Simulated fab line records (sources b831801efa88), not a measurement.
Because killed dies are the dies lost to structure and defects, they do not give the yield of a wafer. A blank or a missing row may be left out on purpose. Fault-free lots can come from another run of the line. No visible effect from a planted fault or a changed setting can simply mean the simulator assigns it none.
Chamber matching | flow sfq-line | cmp-02 running SFQ_TRILAYER_I3_CMP_CMP_082: 4 sister chambers
The step polishes SiO2. 8 wafers are shown with their chamber, then 8 later ones without.

WAFERS, EACH WITH ITS CHAMBER
wafer  | chamber | motor-current-A (A) | time-to-endpoint-s (s)
L122.1 | 0       | 9.9                 | 204
L123.1 | 2       | 8.7                 | 196
L124.4 | 2       | 8.3                 | 206
L124.5 | 1       | 9.4                 | 206
L132.1 | 0       | 9.8                 | 205
L132.2 | 3       | 11.6                | 194
L132.5 | 1       | 9.5                 | 205
L137.4 | 3       | 11.3                | 200

WAFERS WHOSE CHAMBER IS MISSING
wafer  | motor-current-A (A) | time-to-endpoint-s (s)
L137.2 | 9.8                 | 200
L137.6 | 8.3                 | 200
L138.2 | 9.3                 | 194
L138.3 | 9.5                 | 203
L138.4 | 8.4                 | 195
L143.2 | 8.1                 | 194
L143.3 | 11.2                | 190
L143.5 | 9.4                 | 205

EACH ONE'S CHAMBER
wafer  | from the rows above          | in truth
L137.2 | can't be placed: 0 or 1      | 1
L137.6 | 2                            | 2
L138.2 | can't be placed: 1 or 0 or 2 | 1
L138.3 | can't be placed: 1 or 0      | 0
L138.4 | 2                            | 2
L143.2 | 2                            | 2
L143.3 | 3                            | 3
L143.5 | 1                            | 1
Correct placement for 5 of the 8. Unplaceable from these rows: 3, with the true chamber sitting among the candidates in 3. Placed wrongly: 0.
How it was worked out, from the rows above alone: a wafer's distance from a chamber is the root of the sum, over the readings, of the square of ((its reading less the chamber's mean) divided by the reading's scatter). The wafer belongs to the nearest chamber; if the next one is less than 2 further off, it can't be placed. Each chamber's mean is taken over the wafers shown for it. The scatter: take each reading less its chamber's mean, square it, sum over the shown wafers, divide by the number of wafers less the number of chambers, and take the root.
